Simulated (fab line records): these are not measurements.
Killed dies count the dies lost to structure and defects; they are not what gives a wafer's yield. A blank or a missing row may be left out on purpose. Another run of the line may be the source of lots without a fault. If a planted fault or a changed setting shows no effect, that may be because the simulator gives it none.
Matching of chambers    flow sky130    rie-diel-03 running SKY_VIA3_ETCH_15: 4 sister chambers
The step etches SiO2 in C4F8/O2/Ar, stops on TiN, target depth 507 nm, time 78 s. 16 wafers are shown with their chamber, then 8 later ones without.

== WAFERS WITH THEIR CHAMBER ==
wafer   chamber  chamber-pressure-mTorr (mTorr)  oes-product-au (a.u.)
L074.1  2        40.01                           0.948
L074.2  1        40.01                           0.950
L074.4  2        39.97                           0.946
L075.1  1        39.94                           0.941
L075.4  3        40.03                           0.951
L075.5  2        40.00                           0.951
L076.1  1        40.00                           0.940
L076.2  3        39.97                           0.941
L076.4  2        39.99                           0.945
L080.2  2        40.02                           0.934
L080.3  0        40.03                           0.937
L080.6  3        40.03                           0.952
L081.3  1        40.01                           0.950
L081.4  3        40.05                           0.946
L081.5  2        40.03                           0.955
L084.3  0        40.03                           0.946

SIGNATURES (means of the wafers above)
reading                 chamber 0  chamber 1  chamber 2  chamber 3  scatter within a chamber
chamber-pressure-mTorr  40.0300    39.9900    40.0033    40.0200    0.0279
oes-product-au          0.94150    0.94525    0.94650    0.94750    0.0062
Rule: distance of a wafer from a chamber = root of the sum over the readings of ((wafer's reading minus chamber's mean) / reading's scatter) squared. The wafer belongs to the nearest chamber; if the next one is less than 2 further off, it can't be placed. The scatter: take each reading less its chamber's mean, square it, sum over the shown wafers, divide by the number of wafers less the number of chambers, and take the root.

== WAFERS MISSING THEIR CHAMBER ==
wafer   chamber-pressure-mTorr (mTorr)  oes-product-au (a.u.)
L084.4  39.96                           0.942
L084.6  39.99                           0.949
L087.1  40.00                           0.945
L087.2  40.00                           0.951
L087.4  40.00                           0.943
L091.1  40.05                           0.954
L091.4  40.05                           0.948
L091.6  39.97                           0.958

== EACH ONE'S CHAMBER ==
wafer   from the rows above                in truth
L084.4  can't be placed: 1 or 2 or 3 or 0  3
L084.6  can't be placed: 1 or 2 or 3 or 0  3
L087.1  can't be placed: 2 or 1 or 3 or 0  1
L087.2  can't be placed: 2 or 3 or 1 or 0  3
L087.4  can't be placed: 1 or 2 or 3 or 0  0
L091.1  can't be placed: 3 or 2 or 0 or 1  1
L091.4  can't be placed: 3 or 0 or 2 or 1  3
L091.6  can't be placed: 1 or 2 or 3 or 0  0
0 of 8 placed correctly. Unplaceable from these rows: 8, with the true chamber sitting among the candidates in 8. 0 placed wrongly.
